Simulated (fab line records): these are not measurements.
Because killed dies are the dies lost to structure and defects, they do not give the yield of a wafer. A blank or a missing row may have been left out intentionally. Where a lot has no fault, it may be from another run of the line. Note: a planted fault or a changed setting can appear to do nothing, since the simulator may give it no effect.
What tool caused it? -- flow gf180mcu -- 24 lots with 72 wafers sampled at 3 steps, on a route of 602 steps

## WHAT EACH GAUGE READ, for each wafer
GF_SAB_THK_MEAS_01.
lot,measured,on,SAB_CVD_00_THK (nm)
L074,day 14 00:43,film_metro-02,47.7 48.2 48.8
L075,day 14 12:10,film_metro-03,49.7 49.9 50.9
L076,day 14 13:17,film_metro-02,48.5 47.9 48.8
L077,day 14 18:56,film_metro-03,48.2 49.6 49.4
L078,day 15 06:26,film_metro-02,49.1 50.3 49.9
L079,day 15 11:49,film_metro-02,49.8 50.6 50.0
L080,day 15 19:06,film_metro-01,49.7 50.2 49.4
L081,day 16 07:35,film_metro-02,49.6 49.9 50.6
L082,day 16 18:35,film_metro-01,48.9 50.5 50.1
L083,day 17 08:19,film_metro-01,49.1 51.0 50.3
L084,day 17 08:49,film_metro-01,48.7 49.3 48.3
L085,day 17 15:44,film_metro-03,48.7 50.9 48.9
L086,day 17 22:10,film_metro-03,50.7 50.4 50.6
L087,day 18 18:25,film_metro-01,50.1 50.7 50.0
L088,day 18 19:20,film_metro-03,48.5 48.5 49.5
L089,day 19 17:38,film_metro-01,49.9 49.1 49.7
L090,day 19 18:11,film_metro-02,50.0 49.3 49.5
L091,day 20 03:32,film_metro-02,49.1 49.3 49.8
L093,day 20 15:35,film_metro-02,49.0 50.4 50.6
L092,day 20 15:50,film_metro-02,49.9 50.2 50.7
L094,day 20 21:55,film_metro-02,48.3 50.1 49.5
L095,day 21 11:56,film_metro-01,50.2 51.6 50.3
L096,day 21 12:14,film_metro-03,48.3 47.7 48.4
L097,day 22 01:35,film_metro-02,50.4 51.6 50.6

GF_M1_OVL_MEAS_15.
lot,measured,on,M1_OVL (nm)
L074,day 16 20:06,overlay-02,-1 -2 2
L075,day 17 12:01,overlay-02,-8 3 -10
L076,day 17 12:47,overlay-02,-3 -7 -2
L077,day 17 19:13,overlay-02,-1 -8 -4
L078,day 18 05:33,overlay-01,0 3 -3
L079,day 18 12:41,overlay-02,-4 -5 -8
L080,day 18 19:39,overlay-02,0 -11 -2
L081,day 19 11:03,overlay-02,-10 -2 -8
L082,day 19 21:57,overlay-02,-4 0 1
L083,day 20 11:44,overlay-01,-2 -9 -4
L084,day 20 12:41,overlay-01,1 5 7
L085,day 20 19:16,overlay-02,0 3 -3
L086,day 21 04:14,overlay-02,0 -3 1
L087,day 21 22:29,overlay-02,-2 -6 -8
L088,day 21 23:57,overlay-01,-8 -5 -12
L089,day 22 21:00,overlay-01,0 -11 -13
L090,day 22 21:21,overlay-02,-6 -5 -7
L091,day 23 05:50,overlay-01,0 -5 -9
L093,day 23 15:29,overlay-01,-3 -5 -1
L092,day 23 16:38,overlay-01,-5 -7 -6
L094,day 23 23:29,overlay-01,-1 1 -4
L095,day 24 09:59,overlay-02,7 2 6
L096,day 24 11:05,overlay-01,-1 -2 4
L097,day 24 23:23,overlay-01,-7 -13 -13

## TOOL THAT RAN EACH LOT (tool first, then ch and the chambers of the sampled wafers, then the start)
lot,GF_CONTACT_CMP_27
L074,"cmp-02 ch 0,2,3, day 15 20:35"
L075,"cmp-02 ch 0,1,2, day 16 11:47"
L076,"cmp-01 ch 0,2,3, day 16 12:47"
L077,"cmp-02 ch 1,3, day 16 18:23"
L078,"cmp-02 ch 1,2, day 17 05:17"
L079,"cmp-01 ch 1,2,3, day 17 12:20"
L080,"cmp-01 ch 0,1,2, day 17 18:52"
L081,"cmp-02 ch 1,2,3, day 18 09:26"
L082,"cmp-02 ch 0,1,3, day 18 20:25"
L083,"cmp-01 ch 1,2,3, day 19 10:57"
L084,"cmp-02 ch 2,3, day 19 11:17"
L085,"cmp-01 ch 0,1, day 19 18:31"
L086,"cmp-02 ch 0,2,3, day 20 03:04"
L087,"cmp-01 ch 1,2, day 20 21:21"
L088,"cmp-02 ch 0,1,2, day 20 23:06"
L089,"cmp-02 ch 0,1,3, day 21 21:29"
L090,"cmp-02 ch 2,3, day 21 21:48"
L091,"cmp-02 ch 0,1,3, day 22 06:10"
L093,"cmp-02 ch 2,3, day 22 17:06"
L092,"cmp-02 ch 1,2,3, day 22 17:49"
L094,"cmp-02 ch 0,1,2, day 23 00:13"
L095,"cmp-01 ch 2,3, day 23 11:45"
L096,"cmp-02 ch 0,1,2, day 23 12:49"
L097,"cmp-01 ch 0,2,3, day 24 01:21"
- GF_CONTACT_CMP_27: polishes, stops on SiO2, t overpolish 15 s, target thk 0 nm.

## AS READ BY THE TOOLS THEMSELVES (means over the sampled wafers that have a number; for cases with no such wafer, the mark the record gives instead)
GF_CONTACT_CMP_27.
lot,tool,head_pressure_psi (psi),motor_current_A (A),overpolish_run_s (s),time_to_endpoint_s (s)
L074,cmp-02,3.499,11.5,14.998,71
L075,cmp-02,3.507,11.8,14.991,68
L076,cmp-01,3.491,11.5,15.003,78
L077,cmp-02,3.498,11.5,15.001,74
L078,cmp-02,3.499,11.9,14.998,72
L079,cmp-01,3.506,10.4,14.999,78
L080,cmp-01,3.498,10.4,14.999,76
L081,cmp-02,3.502,11.7,14.998,78
L082,cmp-02,3.498,11.1,14.993,71
L083,cmp-01,3.510,10.5,15.002,71
L084,cmp-02,3.498,12.3,15.003,72
L085,cmp-01,3.492,10.8,15.005,75
L086,cmp-02,3.512,11.8,14.999,73
L087,cmp-01,3.505,9.7,14.992,70
L088,cmp-02,3.505,11.7,15.003,74
L089,cmp-02,3.493,11.5,15.004,73
L090,cmp-02,3.501,12.7,14.998,73
L091,cmp-02,3.500,11.8,14.998,76
L093,cmp-02,3.494,12.1,14.997,71
L092,cmp-02,3.506,11.7,15.004,72
L094,cmp-02,3.491,11.8,15.007,73
L095,cmp-01,3.497,11.4,14.993,72
L096,cmp-02,3.495,11.8,14.994,73
L097,cmp-01,3.499,11.8,15.001,75

## THE ANSWER, worked out from the rows above alone
Rule: what is usual is taken from the lots themselves. The widest of any qualifying gaps counts: lots, ordered by their means at a reading, are off when they make up no more than a third of the lots, leave a main group of 4 or more, and stand apart from it by 3 or more times the standard deviation of that group's means. A main group is skipped when, at the precision printed for the reading in the tables above, its means are all equal. A lot without any number at a reading at which 4 lots or more have one is off too. The other lots that the step has rows for count as sound. The gauges are gone through in route order, then the tools' own readings, and for those a lot's mean is taken as printed above. The first step at which some lot is off is used, and at that step the reading that is off furthest; a lot without a number counts as furthest.
None of the lots is off at any reading shown; this tells nothing.

## WHAT WAS PUT IN BY THE SIMULATOR
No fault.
